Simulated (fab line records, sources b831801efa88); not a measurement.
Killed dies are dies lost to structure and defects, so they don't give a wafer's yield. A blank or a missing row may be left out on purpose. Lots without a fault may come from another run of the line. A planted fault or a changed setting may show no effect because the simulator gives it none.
fab line records | flow sfq_line
record lots=5 wafers=23
route steps=325 shown M8@320
start_h: hours from the record's first day to the start of the lot's first wafer shown | wait_h: hours since the lot's step before | " the same as in the row above | L1.1+2: a row that stands for several wafers | - no value, or no start given | * or withheld: withheld | < > ~ a bound
route shown NAME@n: a module of which the file shows steps, and the number in the route of the first | usual: mean/standard deviation of fault-free wafers | same: alike in all rows | chamber/n: place in a boat | sites: the reading at each site | _std_site: their standard deviation | _edge_site: outer sites' mean less inner sites' | radius_mm: how far each site lies from the wafer's centre | mask NAME#n: copy n | behind: the tool/chamber that last shaped the wafer | hold: why the lot was held/for how many hours/how that ended | device: the transistor (n, p or np) that didn't switch | end of line: the same wafers' tests at the end of the route | a step without rows: its recipe alone | killed: dies lost to structure and defects at the first sort, not the wafer's yield | map: a wafer's dies, x killed, . not, _ none there
set.NAME: the setting as run; set.NAME@STEP: as run at that earlier step | model.NAME: the simulator's own value behind a step, which no gauge read
lots whose settings were changed on purpose; a table a step, a row a wafer
## steps
# step SFQ_TRILAYER_M8_DEP_EVAP_198
# recipe material=Pt angular_spread_deg=1 target_thk_nm=50 time_s=250 power_w=2000
# columns lot.wafer tool chamber start_h wait_h set.time_s model.Pt_of_TRILAYER_M8_DEP_EVAP_198.thk_nm
L075.2 pvd_sputter-01 - 1924.51 0.0 250 50.59
L075.3 " - " " 250 50.76
L075.4 " - " " 275 55.78
L075.5 " - " " 275 55.63
L075.6 " - " " 275 55.66
L077.1 pvd_sputter-01 - 1926.91 0.0 235 47.03
L077.2 " - " " 235 47.17
L077.4 " - " " 235 47.01
L077.5 " - " " 250 50.71
L077.6 " - " " 250 50.4
L079.1 pvd_sputter-01 - 1929.31 0.0 250 50.09
L079.4 " - " " 250 49.81
L079.6 " - " " 250 50.24
L080.1 pvd_sputter-02 - 1930.51 0.0 250 50.2
L080.2 " - " " 250 50.78
L080.3 " - " " 250 49.98
L080.5 " - " " 250 50.65
L080.6 " - " " 250 50.22
L084.1 pvd_sputter-02 - 2061.72 0.0 250 50.38
L084.2 " - " " 250 51.2
L084.3 " - " " 233.5 46.98
L084.5 " - " " 233.5 47.54
L084.6 " - " " 233.5 47.36
# step SFQ_TRILAYER_M8_DEP_EVAP_196
# recipe material=Au angular_spread_deg=1 target_thk_nm=180 time_s=900 power_w=2000
# columns lot.wafer tool chamber start_h wait_h set.time_s model.Au_of_TRILAYER_M8_DEP_EVAP_196.thk_nm
L075.2 pvd_sputter-01 - 1924.67 0.1 900 180.6
L075.3 " - " " 830.6 166.4
L075.4 " - " " 830.6 167.7
L075.5 " - " " 830.6 168.3
L075.6 " - " " 900 179.3
L077.1 pvd_sputter-01 - 1927.07 0.1 900 177.6
L077.2 " - " " 900 179.5
L077.4 " - " " 900 179.1
L077.5 " - " " 900 178.9
L077.6 " - " " 900 177.7
L079.1 pvd_sputter-01 - 1929.47 0.1 900 177.3
L079.4 " - " " 900 179.7
L079.6 " - " " 900 178.3
L080.1 pvd_sputter-02 - 1930.67 0.1 900 180.6
L080.2 " - " " 1031 206.4
L080.3 " - " " 1031 207
L080.5 " - " " 900 180.7
L080.6 " - " " 1031 208.2
L084.1 pvd_sputter-02 - 2061.87 0.1 900 181.9
L084.2 " - " " 900 182.2
L084.3 " - " " 900 180.6
L084.5 " - " " 900 184
L084.6 " - " " 900 182
# step SFQ_M8_RS_MEAS_949
# recipe thk_meas_gauge=four-point-probe reads=Au_of_TRILAYER_M8_DEP_EVAP_196+Pt_of_TRILAYER_M8_DEP_EVAP_198+Ti_of_TRILAYER_M8_DEP_EVAP_197
# usual M8_AU_RS=0.1527/0.0014
# columns lot.wafer tool chamber start_h wait_h set.time_s@TRILAYER_M8_DEP_EVAP_196 M8_AU_RS[ohm/sq]
L075.2 film_metro-01 - 1925.21 0.3 900 0.1532
L075.3 " - " " 830.6 0.1663
L075.4 " - " " 830.6 0.1639
L075.5 " - " " 830.6 0.1635
L075.6 " - " " 900 0.1534
L077.1 film_metro-03 - 1927.59 0.3 900 0.1557
L077.2 " - " " 900 0.1543
L077.4 " - " " 900 0.1547
L077.5 " - " " 900 0.1544
L077.6 " - " " 900 0.1556
L079.1 film_metro-03 - 1929.99 0.3 900 0.1561
L079.4 " - " " 900 0.1539
L079.6 " - " " 900 0.1550
L080.1 film_metro-03 - 1931.19 0.3 900 0.1529
L080.2 " - " " 1031 0.1331
L080.3 " - " " 1031 0.1332
L080.5 " - " " 900 0.1524
L080.6 " - " " 1031 0.1325
L084.1 film_metro-02 - 2062.39 0.3 900 0.1522
L084.2 " - " " 900 0.1518
L084.3 " - " " 900 0.1539
L084.5 " - " " 900 0.1510
L084.6 " - " " 900 0.1522
# step SFQ_M8_THK_MEAS_950
# recipe thk_meas_gauge=xrf reads=Au_of_TRILAYER_M8_DEP_EVAP_196
# usual M8_AU_THK=181.2/2.1
# columns lot.wafer tool chamber start_h wait_h set.time_s@TRILAYER_M8_DEP_EVAP_196 M8_AU_THK[nm]
L075.2 film_metro-01 - 1925.32 0.1 900 181.4
L075.3 " - " " 830.6 168.0
L075.4 " - " " 830.6 167.6
L075.5 " - " " 830.6 169.2
L075.6 " - " " 900 180.6
L077.1 film_metro-03 - 1927.71 0.1 900 177.3
L077.2 " - " " 900 179.8
L077.4 " - " " 900 179.4
L077.5 " - " " 900 179.0
L077.6 " - " " 900 176.3
L079.1 film_metro-03 - 1930.11 0.1 900 176.4
L079.4 " - " " 900 179.3
L079.6 " - " " 900 179.1
L080.1 film_metro-03 - 1931.31 0.1 900 181.4
L080.2 " - " " 1031 206.1
L080.3 " - " " 1031 205.7
L080.5 " - " " 900 179.9
L080.6 " - " " 1031 208.2
L084.1 film_metro-02 - 2062.51 0.1 900 182.1
L084.2 " - " " 900 182.6
L084.3 " - " " 900 180.1
L084.5 " - " " 900 182.8
L084.6 " - " " 900 182.0
## key
split step=SFQ_TRILAYER_M8_DEP_EVAP_198 setting=time_s stated=250 by=wafer
response step=SFQ_TRILAYER_M8_DEP_EVAP_198 reading=model.Pt_of_TRILAYER_M8_DEP_EVAP_198.thk_nm change=+0.524 per=1% r=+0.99
split step=SFQ_TRILAYER_M8_DEP_EVAP_196 setting=time_s stated=900 by=wafer
response step=SFQ_TRILAYER_M8_DEP_EVAP_196 reading=model.Au_of_TRILAYER_M8_DEP_EVAP_196.thk_nm change=+1.78 per=1% r=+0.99
response step=SFQ_M8_RS_MEAS_949 reading=M8_AU_RS change=-0.00138 per=1% r=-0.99
response step=SFQ_M8_THK_MEAS_950 reading=M8_AU_THK change=+1.76 per=1% r=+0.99
